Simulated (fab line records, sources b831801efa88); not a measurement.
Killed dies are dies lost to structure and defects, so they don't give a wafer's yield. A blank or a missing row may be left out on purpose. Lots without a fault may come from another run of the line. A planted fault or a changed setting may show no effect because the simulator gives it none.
A struck lot beside a sound one | flow gf180mcu | 16 steps out of a route of 602
Sound: wafers L302.1, L302.2, L302.6. Struck: wafer L316.3. (L316.2, L316.5 of the same lot were not struck and are left out.) The cause comes at the end.
At each step with rows: each side's tool, then ch and its chambers, then its first start. Under that, the readings that differ: sound wafers | struck wafers | difference of the means | sigmas: that difference in standard deviations of wafers without a fault.
alike: readings whose means differ by less than 2 such deviations, and words and numbers that are the same on both sides. not compared: withheld readings, readings that some wafer has no value for, bounds like >300 that may hide the same value, and numbers for which the record gives no deviation and whose values overlap.
The two part at a step that has a row with sigmas, a row that says differs or no value, or rows on one side only. Numbers that don't overlap but have no deviation are shown without sigmas and don't part them. A reading that every wafer of one side lacks parts them only if that side has two wafers or more.

first, 1 step without rows for these wafers: GF_STI_OXIDATION_01 (stabilise 600 s, purge 300 s, target thk 10 nm).
GF_STI_THK_MEAS_02:
  sound on film_metro-02, day 1 21:37; struck on film_metro-02, day 4 19:57
  reading                | sound          | struck | difference | sigmas
  STI_OXIDATION_THK (nm) | 9.70 9.88 9.60 | 10.10  | +0.37      | +2
then, 1 step without rows for these wafers: GF_STI_CVD_03 (deposits Si3N4 from DCS/NH3, target thk 207.16 nm, time 3551 s).
GF_STI_THK_MEAS_04:
  sound on film_metro-02, day 1 23:46; struck on film_metro-04, day 4 21:59
  alike: STI_CVD_03_THK
then, 7 steps without rows for these wafers: GF_STI_DEHYDRATE_05 (time 60 s); GF_STI_HMDS_06 (prime time 60 s); GF_STI_COAT_07 (resist thk 700 nm); GF_STI_SOFTBAKE_08 (time 60 s); GF_STI_EXPOSE_09 (exposes mask COMP, target cd 220 nm); GF_STI_PEB_10 (peb time 90 s); GF_STI_DEVELOP_11 (develop time 60 s).
GF_STI_CD_MEAS_12: target cd 220 nm.
  sound on cd_sem-01, day 2 11:42; struck on cd_sem-02, day 5 11:55
  alike: cd_nm
GF_STI_ETCH_13: etches the open film in CHF3/O2, stops on Si, target depth 282.31 nm, time 112.9 s.
  sound on rie_diel-04 ch 0,1,3, day 2 11:49; struck on rie_diel-03 ch 3, day 5 12:01
  reading                              | sound           | struck | difference | sigmas
  model.KrF_of_STI_COAT_07.thk_nm (nm) | 439 439.4 439.3 | 437.2  | -2.0       |
  alike: drypump_motor_current_A, oes_product_au, throttle_valve_pct
  not compared: rf_hours_counter_h
GF_STI_ETCH_14: etches Si in HBr/Cl2/O2, target depth 360 nm, time 102.9 s.
  sound on rie_si-01 ch 1,2, day 2 11:54; struck on rie_si-02 ch 1, day 5 12:05
  reading                              | sound             | struck | difference | sigmas
  model.KrF_of_STI_COAT_07.thk_nm (nm) | 318.7 320.3 320.2 | 317.9  | -1.8       |
  alike: drypump_motor_current_A, oes_product_au, throttle_valve_pct
  not compared: rf_hours_counter_h
GF_STI_STRIP_15: strips in O2/N2.
  sound on plasma_asher-04 ch 0,1, day 2 11:59; struck on plasma_asher-04 ch 1, day 5 12:10
  alike: drypump_motor_current_A, heater_power_w, o2_flow_sccm, oes_product_au, strip_time_to_endpoint_s
  not compared: rf_hours_counter_h
then, 1 step without rows for these wafers: GF_PASSIVATION_PROBE_99.

WHERE THEY PART
Only at GF_STI_THK_MEAS_02, within this record. Later steps at which nothing parts them and some readings are alike: GF_STI_THK_MEAS_04, GF_STI_CD_MEAS_12, GF_STI_ETCH_13, GF_STI_ETCH_14, GF_STI_STRIP_15.

WHY: what the simulator had put in
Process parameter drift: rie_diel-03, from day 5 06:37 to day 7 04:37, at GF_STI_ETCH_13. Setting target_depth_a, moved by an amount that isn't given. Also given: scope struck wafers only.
